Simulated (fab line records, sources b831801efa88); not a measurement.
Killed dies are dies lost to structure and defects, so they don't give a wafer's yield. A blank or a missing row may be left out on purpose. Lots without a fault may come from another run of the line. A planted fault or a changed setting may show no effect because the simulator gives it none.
Tool commonality check | flow sky130 | 10 lots, 42 wafers sampled

WHY IT WAS OPENED
At SKY_SD_P_TW_MEAS_11 the reading SD_P_TW is flagged on 4 of 10 lots. Wafers without a fault read 2869, standard deviation 43.
Rule: a lot is flagged when every wafer of it that has a number lies more than 4 standard deviations from that mean, or none has a number. The other lots count as sound.

lot  | measured     | on            | SD_P_TW, wafer by wafer       | flag
L180 | day 27 09:02 | film_metro-04 | 2817 2826 2813                |
L181 | day 27 13:26 | film_metro-01 | 2927 2918 2917                |
L184 | day 28 05:03 | film_metro-04 | 2829 2837 2820                |
L185 | day 28 10:35 | film_metro-01 | 2921 2899 2913                |
L190 | day 30 01:07 | film_metro-01 | 2915 2927 2920                |
L191 | day 30 13:35 | film_metro-01 | 2924 2925 2907                |
L192 | day 30 19:25 | film_metro-02 | 2122 2114 2124 2122 2115 2125 | FLAGGED
L193 | day 31 00:42 | film_metro-04 | 2088 2078 2087 2083 2084 2085 | FLAGGED
L194 | day 31 08:52 | film_metro-04 | 2076 2076 2088 2086 2084 2089 | FLAGGED
L195 | day 31 16:00 | film_metro-04 | 2088 2095 2080 2089 2082 2093 | FLAGGED
The numbers of the flagged lots are 2094 on average: -775 against the usual, or -18 standard deviations.

WHICH TOOL RAN EACH LOT
The record holds 4 process steps before the reading, out of a route of 708 steps. In each cell: the tool, then ch and the chambers that the sampled wafers went through, then the start.
lot  | flag    | SKY_LDD_P_STRIP_10                   | SKY_POLY_CUT_ETCH_11               | SKY_SD_P_IMPLANT_09             | SKY_SD_P_STRIP_10
L180 |         | plasma_asher-01 ch 0,1, day 21 01:31 | rie_diel-02 ch 0,1,3, day 26 03:22 | implanter-04 ch 0, day 27 08:48 | plasma_asher-03 ch 0,1, day 27 08:55
L181 |         | plasma_asher-03 ch 0,1, day 21 06:53 | rie_diel-02 ch 0,2,3, day 26 08:32 | implanter-03 ch 0, day 27 13:13 | plasma_asher-04 ch 0,1, day 27 13:21
L184 |         | plasma_asher-04 ch 0,1, day 21 21:21 | rie_diel-02 ch 0,1,2, day 27 00:04 | implanter-04 ch 0, day 28 04:48 | plasma_asher-03 ch 0,1, day 28 04:57
L185 |         | plasma_asher-04 ch 0, day 22 05:12   | rie_diel-04 ch 0,2,3, day 27 05:32 | implanter-04 ch 0, day 28 10:21 | plasma_asher-02 ch 0,1, day 28 10:28
L190 |         | plasma_asher-03 ch 0, day 23 21:18   | rie_diel-03 ch 0,2,3, day 28 20:31 | implanter-04 ch 0, day 30 00:52 | plasma_asher-03 ch 1, day 30 01:00
L191 |         | plasma_asher-04 ch 0, day 24 08:16   | rie_diel-02 ch 1,3, day 29 08:46   | implanter-02 ch 0, day 30 13:20 | plasma_asher-02 ch 0,1, day 30 13:28
L192 | FLAGGED | plasma_asher-03 ch 0,1, day 24 11:58 | rie_diel-04 ch 0,2, day 29 14:20   | implanter-04 ch 0, day 30 19:10 | plasma_asher-02 ch 1, day 30 19:18
L193 | FLAGGED | plasma_asher-01 ch 0,1, day 24 21:28 | rie_diel-04 ch 0,1,3, day 29 20:11 | implanter-04 ch 0, day 31 00:27 | plasma_asher-04 ch 0,1, day 31 00:36
L194 | FLAGGED | plasma_asher-04 ch 0,1, day 25 06:39 | rie_diel-03 ch 0,2,3, day 30 04:50 | implanter-04 ch 0, day 31 08:37 | plasma_asher-02 ch 0,1, day 31 08:46
L195 | FLAGGED | plasma_asher-01 ch 0,1, day 25 15:39 | rie_diel-04 ch 0,1, day 30 13:07   | implanter-03 ch 0, day 31 15:45 | plasma_asher-02 ch 0,1, day 31 15:54
What these steps do:
- SKY_LDD_P_STRIP_10: strips in O2/N2.
- SKY_POLY_CUT_ETCH_11: etches Si3N4 in CF4/CH2F2/Ar, stops on poly-Si, time 42.5 s, target depth 60 nm.
- SKY_SD_P_IMPLANT_09
- SKY_SD_P_STRIP_10: strips in O2/N2.
- SKY_SD_P_TW_MEAS_11

FLAGGED OVER TOTAL, TOOL BY TOOL (the gauges that took the reading come last)
step                 | tool            | lots run | flagged | share of the flagged lots | sound lots run after its first flagged lot
SKY_LDD_P_STRIP_10   | plasma_asher-01 | 3        | 2       | some                      | 0
SKY_LDD_P_STRIP_10   | plasma_asher-03 | 3        | 1       | some                      | 0
SKY_LDD_P_STRIP_10   | plasma_asher-04 | 4        | 1       | some                      | 0
SKY_POLY_CUT_ETCH_11 | rie_diel-02     | 4        | 0       | none                      | -
SKY_POLY_CUT_ETCH_11 | rie_diel-03     | 2        | 1       | some                      | 0
SKY_POLY_CUT_ETCH_11 | rie_diel-04     | 4        | 3       | some                      | 0
SKY_SD_P_IMPLANT_09  | implanter-02    | 1        | 0       | none                      | -
SKY_SD_P_IMPLANT_09  | implanter-03    | 2        | 1       | some                      | 0
SKY_SD_P_IMPLANT_09  | implanter-04    | 7        | 3       | some                      | 0
SKY_SD_P_STRIP_10    | plasma_asher-02 | 5        | 3       | some                      | 0
SKY_SD_P_STRIP_10    | plasma_asher-03 | 3        | 0       | none                      | -
SKY_SD_P_STRIP_10    | plasma_asher-04 | 2        | 1       | some                      | 0
SKY_SD_P_TW_MEAS_11  | film_metro-01   | 4        | 0       | none                      | -
SKY_SD_P_TW_MEAS_11  | film_metro-02   | 1        | 1       | some                      | 0
SKY_SD_P_TW_MEAS_11  | film_metro-04   | 5        | 3       | some                      | 0

WHAT THE TABLE ALLOWS
No row of the table ran every flagged lot.

WHAT THE SIMULATOR HAD PUT IN
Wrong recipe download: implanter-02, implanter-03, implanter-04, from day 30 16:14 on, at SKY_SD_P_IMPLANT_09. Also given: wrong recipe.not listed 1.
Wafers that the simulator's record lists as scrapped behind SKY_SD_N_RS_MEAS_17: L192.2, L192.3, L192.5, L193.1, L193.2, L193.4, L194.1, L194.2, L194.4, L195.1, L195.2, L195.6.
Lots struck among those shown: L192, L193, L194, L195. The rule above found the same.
